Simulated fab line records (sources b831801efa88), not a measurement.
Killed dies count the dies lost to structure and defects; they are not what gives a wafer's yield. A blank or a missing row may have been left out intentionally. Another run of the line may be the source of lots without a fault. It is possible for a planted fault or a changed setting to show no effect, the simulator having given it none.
8D (eight disciplines) problem report, filled in by code + flow gf180mcu + the parts of the form that need people (team, actions taken, sign-off) are left out

== 1. THE PROBLEM ==
Wafers free of any fault read 0.0327 ohm/sq (standard deviation 0.00034) for TOP_METAL_ALCU_RS at GF_TOP_METAL_RS_MEAS_05, against a mean of 0.0519 ohm/sq on 6 wafers of 2 lots. That is +57 standard deviations from the usual mean.
The step: measures by four-point-probe.
The first sign was on wafer L451.1 at day 31 21:55, on film-metro-02. Wafers with a number at this step in the record: 39, from 13 lots. By rule, "out" or "out of limits" means more than 4 standard deviations away from the usual mean. The other wafers with a number count as sound.

== 2. WHAT IT IS, AND WHAT IT ISN'T ==
| question                    | is                           | is not                                                                    |
|-----------------------------|------------------------------|---------------------------------------------------------------------------|
| which readings at this step | TOP_METAL_ALCU_RS            | -                                                                         |
| which lots                  | L451, L452                   | L435, L436, L437, L438, L439, L440, L441, L442, L443, L453, L457          |
| which wafers of those lots  | all that have a number       | -                                                                         |
| read on which gauges        | film-metro-01, film-metro-02 | film-metro-03                                                             |
| when                        | from day 31 21:55            | up to then (27 sound wafers); but 6 sound wafers of L453, L457 came after |

== 3. THE SUSPECTS, EACH WITH WHAT RULES IT OUT ==
Counting: any tool at a process step up to the reading is kept as a suspect provided that every lot that is out went through it and no sound lot did after the first of them.
- ruled out: the gauge at GF_TOP_METAL_RS_MEAS_05. The wafers that are out were read on 2 gauges (film-metro-01, film-metro-02).
- pvd-sputter-04 at GF_TOP_METAL_SPUTTER_02 (material AlCu, target thk 900 nm, time 47.82 s): kept. Every lot that is out went through it, starting with L451 (day 31 21:49), and after that it ran no sound lot; the last sound lot it ran before then is L439 (day 28 12:13).
After counting, what remains is pvd-sputter-04 at GF_TOP_METAL_SPUTTER_02.

== 4. THE CAUSE (what the simulator had put in) ==
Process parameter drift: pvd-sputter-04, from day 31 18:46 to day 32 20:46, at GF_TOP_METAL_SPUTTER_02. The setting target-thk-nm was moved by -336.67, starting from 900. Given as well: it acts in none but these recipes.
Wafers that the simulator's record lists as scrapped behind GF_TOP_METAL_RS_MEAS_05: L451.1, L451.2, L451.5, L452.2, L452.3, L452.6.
After counting, this tool was the only one left.

== 5. THE CHAIN OF EFFECTS, in route order ==
One row per reading whose mean, taken over the struck wafers that have a number, lies over 3 standard deviations from the usual. Readings are gone through only where the record gives a usual standard deviation; hours: the median, over the lots, of the time from a lot's start at the first step in this table giving one to that lot's start at this step; sigmas: the change measured in usual standard deviations.
| hours | step                    | reading           | usual         | on struck wafers | change  | sigmas |
|-------|-------------------------|-------------------|---------------|------------------|---------|--------|
| 0     | GF_TOP_METAL_RS_MEAS_05 | TOP_METAL_ALCU_RS | 0.0327 ohm/sq | 0.0519           | +0.0192 | +57    |

== 6. WHAT WOULD HAVE CAUGHT IT SOONER ==
Counted from the fault's start at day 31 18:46, it took 3 hours until the first out-of-limits reading at a measuring or inspecting step in this record, taken at day 31 21:55.
Tool readings at GF_TOP_METAL_SPUTTER_02 with a usual standard deviation given in the record: none out on any struck wafer, hence no alarm at a limit of 4 standard deviations on them.
Among the 2 lots that are out, L452 began GF_TOP_METAL_SPUTTER_02 on pvd-sputter-04 after day 31 21:55. Putting the tool on hold at that point would have spared it.
